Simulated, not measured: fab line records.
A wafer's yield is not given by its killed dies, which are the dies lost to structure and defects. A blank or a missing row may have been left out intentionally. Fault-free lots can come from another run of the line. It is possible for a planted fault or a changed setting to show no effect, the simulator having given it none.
Which tool was responsible? | flow sfqLine | 36 wafers sampled from 13 lots at 1 step of a route of 325

WHAT THE GAUGES SHOWED, per wafer
The record holds no reading of a measuring or inspecting step that can be judged against a usual standard deviation.

TOOL THAT RAN EACH LOT (tool first, then ch and the chambers of the sampled wafers, then the start)
lot  | SFQ_TRILAYER_JJ_CE_STRIP_STRIP_120
L986 | rieMetal-02 ch 0,1, day 49 20:52
L987 | rieMetal-02 ch 0,1, day 50 06:28
L989 | rieMetal-02 ch 1, day 50 09:04
L991 | rieMetal-02 ch 0,1, day 54 17:43
L992 | rieMetal-02 ch 0,1, day 55 05:40
L997 | rieMetal-01 ch 0,1, day 57 03:26
L998 | rieMetal-01 ch 0,1, day 57 14:28
L100 | rieMetal-02 ch 1, day 57 21:49
L101 | rieMetal-02 ch 0,1, day 61 12:33
L102 | rieMetal-03 ch 1, day 62 09:47
L103 | rieMetal-03 ch 0,1, day 62 13:23
L107 | rieMetal-03 ch 0,1, day 65 12:23
L108 | rieMetal-02 ch 0,1, day 65 15:47
- SFQ_TRILAYER_JJ_CE_STRIP_STRIP_120: strips in O2.

WHAT THE TOOLS THEMSELVES READ (means of the sampled wafers that have a number; where no wafer has one, the mark that the record gives instead)
SFQ_TRILAYER_JJ_CE_STRIP_STRIP_120. Usual: drypumpMotorCurrentA 6.13 A, standard deviation 0.27; oesProductAu 0.998 a.u., standard deviation 0.01; platenTempC 39.99 C, standard deviation 0.12.
lot  | tool        | drypumpMotorCurrentA (A) | oesProductAu (a.u.) | platenTempC (C) | flag
L986 | rieMetal-02 | 6.31                     | 0.986               | 39.97           | 
L987 | rieMetal-02 | 6.32                     | 0.988               | 40.29           | 
L989 | rieMetal-02 | 6.25                     | 0.988               | 39.96           | 
L991 | rieMetal-02 | 6.32                     | 0.992               | 40.07           | 
L992 | rieMetal-02 | 6.34                     | 0.999               | 39.94           | 
L997 | rieMetal-01 | 5.72                     | 1.004               | 39.97           | 
L998 | rieMetal-01 | 5.79                     | 1.004               | 39.91           | 
L100 | rieMetal-02 | 6.21                     | 0.994               | 40.06           | 
L101 | rieMetal-02 | 6.34                     | 0.987               | 39.89           | 
L102 | rieMetal-03 | 6.32                     | 1.008               | 39.86           | 
L103 | rieMetal-03 | 6.12                     | 1.004               | 40.08           | 
L107 | rieMetal-03 | 6.12                     | 1.012               | 40.06           | 
L108 | rieMetal-02 | 6.27                     | 1.000               | 39.94           | 

THE ANSWER, worked out from the rows above alone
Rule: a lot is off if the mean of its wafers that have a number lies more than 3 standard deviations from the usual mean. A lot without any number at a reading at which 4 lots or more have one is off too. All remaining lots with rows at the step are treated as sound. Order of review: gauges by route order, followed by the tools' own readings, for which a lot's mean as printed above is used. The first step at which some lot is off is used, and at that step the reading that is off furthest; a lot without a number counts as furthest.
No lot is off at any reading shown: from this, nothing can be told.

WHAT THE SIMULATOR HAD PUT IN
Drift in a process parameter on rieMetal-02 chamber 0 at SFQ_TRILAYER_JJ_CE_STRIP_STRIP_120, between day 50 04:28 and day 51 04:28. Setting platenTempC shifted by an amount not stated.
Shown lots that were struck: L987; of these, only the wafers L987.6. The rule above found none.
